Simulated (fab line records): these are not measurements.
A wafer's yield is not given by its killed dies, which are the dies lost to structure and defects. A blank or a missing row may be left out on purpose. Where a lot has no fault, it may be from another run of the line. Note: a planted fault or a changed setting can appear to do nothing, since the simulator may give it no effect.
A lot that was struck, set against a sound lot || flow sky130 || 37 steps out of a route of 708
Sound: the wafers L894.1, L894.4, L894.6. Struck: wafers L886.2, L886.3, L886.5. The cause is named last.
Per side, at each step with rows, come the tool, then ch with its chambers, and then its first start. Under that, the readings that differ: sound wafers || struck wafers || difference of the means || sigmas: that difference in standard deviations of wafers without a fault.
alike: same words and numbers on both sides, and readings whose means sit less than 2 such deviations apart. not compared: any withheld reading, any reading some wafer has no value for, any bound like >300 that may hide the same value, and any number with overlapping values for which the record gives no deviation.
The two part at a step that has a row with sigmas, a row that says differs or no value, or rows on one side only. When numbers do not overlap yet have no deviation, they are printed without sigmas and do not part them. Lack of a reading on every wafer of one side parts them only where that side has two or more wafers.

first, 10 steps without rows for these wafers: SKY_VIA3_CLEAN_18 (cleans in IPA, time 180 s); SKY_VIA3_CLEAN_19 (cleans in O3/DIW); SKY_VIA3_SPUTTER_20 (material TiN, target thk 20 nm, time 80 s); SKY_VIA3_CVD_21 (deposits W, target thk 390 nm, time 117.31 s); SKY_VIA3_CMP_24 (polishes, stops on SiO2, t overpolish 20 s, target thk 0 nm); SKY_METAL4_SPUTTER_00 (material Ti, target thk 15 nm, time 10 s); SKY_METAL4_SPUTTER_01 (material TiN, target thk 20 nm, time 16.7 s); SKY_METAL4_SPUTTER_02 (material AlCu, target thk 735 nm, time 39.1 s); SKY_METAL4_SPUTTER_03 (material Ti, target thk 5 nm, time 3.3 s); SKY_METAL4_SPUTTER_04 (material TiN, target thk 70 nm, time 58.3 s).
SKY_CAP2M_CVD_00: deposits SiO2, target thk 15.5 nm.
  sound on pecvd-04 ch 0,1,2, day 46 04:28; struck on pecvd-02 ch 0,1, day 44 09:25
{"reading": "model.SiO2_of_CAP2M_CVD_00.thkNm (nm)", "sound": "15.58 15.47 15.73", "struck": "10.97 11.16 11.18", "difference": -4.49, "sigmas": ""}
  alike: heaterPowerW, rfFwdPowerW
SKY_CAP2M_THK_MEAS_01:
  sound: filmMetro-04 at day 46 04:29; struck: filmMetro-04 at day 44 09:26
{"reading": "CAP2M_CVD_00_THK (nm)", "sound": "15.54 15.47 15.72", "struck": "10.96 11.17 11.20", "difference": -4.47, "sigmas": -17}
then, 23 steps without rows for these wafers: SKY_CAP2M_SPUTTER_02 (material TiN, target thk 200 nm, time 166.7 s); SKY_CAP2M_DEHYDRATE_05 (time 60 s); SKY_CAP2M_HMDS_06 (prime time 60 s); SKY_CAP2M_COAT_07 (resist thk 1120 nm); SKY_CAP2M_SOFTBAKE_08 (time 60 s); SKY_CAP2M_EXPOSE_09 (exposes mask CAP2M, target cd 1000 nm); SKY_CAP2M_PEB_10; SKY_CAP2M_DEVELOP_11 (develop time 60 s); SKY_CAP2M_METAL_ETCH_13 (etches TiN in Cl2/BCl3, stops on SiO2, target depth 220 nm, time 62.9 s); SKY_CAP2M_STRIP_14 (strips in O2/N2); SKY_CAP2M_STRIP_15 (strips in post etch residue remover, time 1200 s); SKY_CAP2M_CLEAN_16 (cleans in IPA, time 180 s); SKY_CAP2M_CLEAN_17 (cleans in O3/DIW); SKY_METAL4_DEHYDRATE_05 (time 60 s); SKY_METAL4_HMDS_06 (prime time 60 s); SKY_METAL4_COAT_07 (resist thk 60 nm); SKY_METAL4_COAT_08 (resist thk 1140 nm); SKY_METAL4_SOFTBAKE_09 (time 90 s); SKY_METAL4_EXPOSE_10 (exposes mask MM4, target cd 300 nm); SKY_METAL4_PEB_11; SKY_METAL4_DEVELOP_12 (develop time 57.68 s); SKY_METAL4_DESCUM_15 (chemistry O2, time 8 s); SKY_METAL4_ETCH_16 (etches BARC in N2/H2, stops on SiO2, time 88.2 s, target depth 60 nm).
SKY_METAL4_ETCH_17: etches SiO2 in C4F8/O2/Ar, stops on TiN, time 3.9 s, target depth 15 nm.
  sound on rieDiel-04 ch 0,2,3, day 47 22:08; struck on rieDiel-04 ch 0,1,2, day 46 06:19
{"reading": "oesProductAu (a.u.)", "sound": "0.754 0.758 0.762", "struck": "0.637 0.649 0.647", "difference": -0.114, "sigmas": -15}
{"reading": "model.etch.depthNm (nm)", "sound": "15.58 15.47 15.73", "struck": "10.97 11.16 11.18", "difference": -4.49, "sigmas": ""}
  alike: biasW, rfFwdPowerW
  not compared: rfHoursCounterH
-- the record jumps here: 3 days lie between the struck wafers' starts before and after (it left off in module METAL4 and takes up again in module PAD_OPEN, whose first step shown is number 708 of the route) --
SKY_PAD_OPEN_PROBE_99:
  sound: prober-01 at day 51 01:09; struck: prober-01 at day 49 17:13
{"reading": "defectLimitedYield (%)", "sound": "82.3 78.5 82.7", "struck": "85.8 85.4 84.1", "difference": "+3.9", "sigmas": "+2"}
{"reading": "killedAtFrontEnd", "sound": "23 20 23", "struck": "12 12 16", "difference": -9, "sigmas": -2}
{"reading": "killedDies", "sound": "87 106 85", "struck": "70 72 78", "difference": -19, "sigmas": -2}
{"reading": "killedOpen", "sound": "50 58 47", "struck": "45 30 37", "difference": -14, "sigmas": -2}
{"reading": "model.etest.tester.sortNPass", "sound": "405 386 407", "struck": "7 50 63", "difference": -359, "sigmas": ""}
{"reading": "model.etest.tester.sort_bin_5_pct (%)", "sound": "11.18 14.02 9.959", "struck": "91.67 83.94 79.27", "difference": "+73.24", "sigmas": ""}
{"reading": "model.etest.tester.sortYieldPct (%)", "sound": "82.32 78.46 82.72", "struck": "1.423 10.16 12.8", "difference": -73.039, "sigmas": ""}
{"reading": "model.etest.capMim2.bvV (V)", "sound": "14.12 14.02 13.49", "struck": "9.858 9.772 10.18", "difference": -3.940, "sigmas": ""}
{"reading": "model.etest.capMim2.leakLog10ACm2", "sound": "-8.982 -8.884 -8.964", "struck": "-7.355 -7.494 -7.423", "difference": "+1.519", "sigmas": ""}
{"reading": "model.etest.capMim2.cFfUm2", "sound": "2.348 2.34 2.32", "struck": "3.315 3.232 3.227", "difference": "+0.922", "sigmas": ""}
{"reading": "model.etest.tester.sort_bin_8_pct (%)", "sound": "0 0 0", "struck": "1.468e-14 1.901e-08 1.415e-09", "difference": "+6.808e-09", "sigmas": ""}
  alike: killed_at_M0_to_M3, killed_at_M4_up, killedAtContacts, killedAtOther, killedShort
  not compared: model.etest.tester.sort_bin_4_pct

WHERE THEY PART
Last at SKY_PAD_OPEN_PROBE_99 as far as this record goes, first at SKY_CAP2M_THK_MEAS_01.

WHY: the cause the simulator had injected
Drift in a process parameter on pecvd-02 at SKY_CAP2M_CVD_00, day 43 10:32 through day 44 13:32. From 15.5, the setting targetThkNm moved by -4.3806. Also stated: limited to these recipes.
